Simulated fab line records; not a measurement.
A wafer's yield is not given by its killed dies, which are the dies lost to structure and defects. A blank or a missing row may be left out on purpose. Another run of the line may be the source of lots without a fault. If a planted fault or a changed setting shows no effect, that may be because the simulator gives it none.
Problem report, 8D (eight disciplines) form, completed by code | flow gf180mcu | the parts of the form that need people (team, actions taken, sign-off) are left out

## 1. WHAT WENT WRONG
GF_V2_CVD_02, rf fwd power W: mean 696.3 W on 2 wafers (1 lot); fault-free wafers 596.5 W, standard deviation 2. Measured from the usual mean, that is +50 standard deviations.
The step: deposits SiO2 from TEOS, target thk 850 nm, time 94.851 s.
The first sign was on wafer L554.3 at day 21 00:00, on pecvd-01. At this step, 36 wafers from 12 lots have a number in the record. The rule behind "out" and "out of limits": a value lying over 4 standard deviations away from the usual mean. All remaining wafers that have a number are taken as sound.

## 2. WHAT IT IS; WHAT IT IS NOT
question                    | is                | is not
which readings at this step | rf fwd power W    | heater power w
which lots                  | L554              | L549, L550, L551, L562, L565, L566, L567, L568, L570, L571, L572
which wafers of those lots  | L554.3, L554.6    | L554.5
read on which tools         | pecvd-01          | pecvd-03, pecvd-04
when                        | from day 21 00:00 | up to then (10 sound wafers); but 24 sound wafers of L562, L565, L566, L567, L568, L570, L571, L572 came after

## 3. WHAT RULES OUT EACH SUSPECT
Counting: a tool at a process step up to the reading stays a suspect if it ran every lot that is out. Sound lots after the first of them don't rule it out here, since some wafers of a struck lot are sound.
- pecvd-01 at GF_V2_CVD_02 (deposits SiO2 from TEOS, target thk 850 nm, time 94.851 s): kept. It ran the lot that is out, L554 (day 21 00:00); its last sound lot up to then is L550 (day 19 13:42). Its own readings are out on those wafers: rf fwd power W.
- The sound lot-mates ran in chamber 2 of pecvd-01 at GF_V2_CVD_02, but the wafers that are out ran in chamber 1.
Left after counting: pecvd-01 at GF_V2_CVD_02.

## 4. THE CAUSE (what the simulator had put in)
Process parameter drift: pecvd-01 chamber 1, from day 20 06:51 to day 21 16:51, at GF_V2_CVD_02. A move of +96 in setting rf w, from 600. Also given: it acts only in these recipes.
The count eliminated every tool but this one.

## 5. SEQUENCE OF EFFECTS, ordered by route
Each row: a reading whose mean over the struck wafers that have a number lies more than 3 standard deviations from the usual. Only readings whose record carries a usual standard deviation are examined. hours: median over the lots of the time between each lot's start at the first step of this table that gives one and its start at this step. sigmas: the change, counted in usual standard deviations.
hours | step              | reading        | usual   | on struck wafers | change | sigmas
0     | GF_V2_CVD_02      | rf fwd power W | 596.5 W | 696.3            | +99.8  | +50
0     | GF_V2_THK_MEAS_03 | V2_CVD_02_THK  | 851 nm  | 884              | +32    | +3.4
Its process steps:
- GF_V2_CVD_02: deposits SiO2 from TEOS, target thk 850 nm, time 94.851 s.

## 6. WHAT WOULD HAVE CAUGHT IT SOONER
In this record no reading fell out of limits until day 21 00:00, 17 hours after the fault had begun at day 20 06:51.
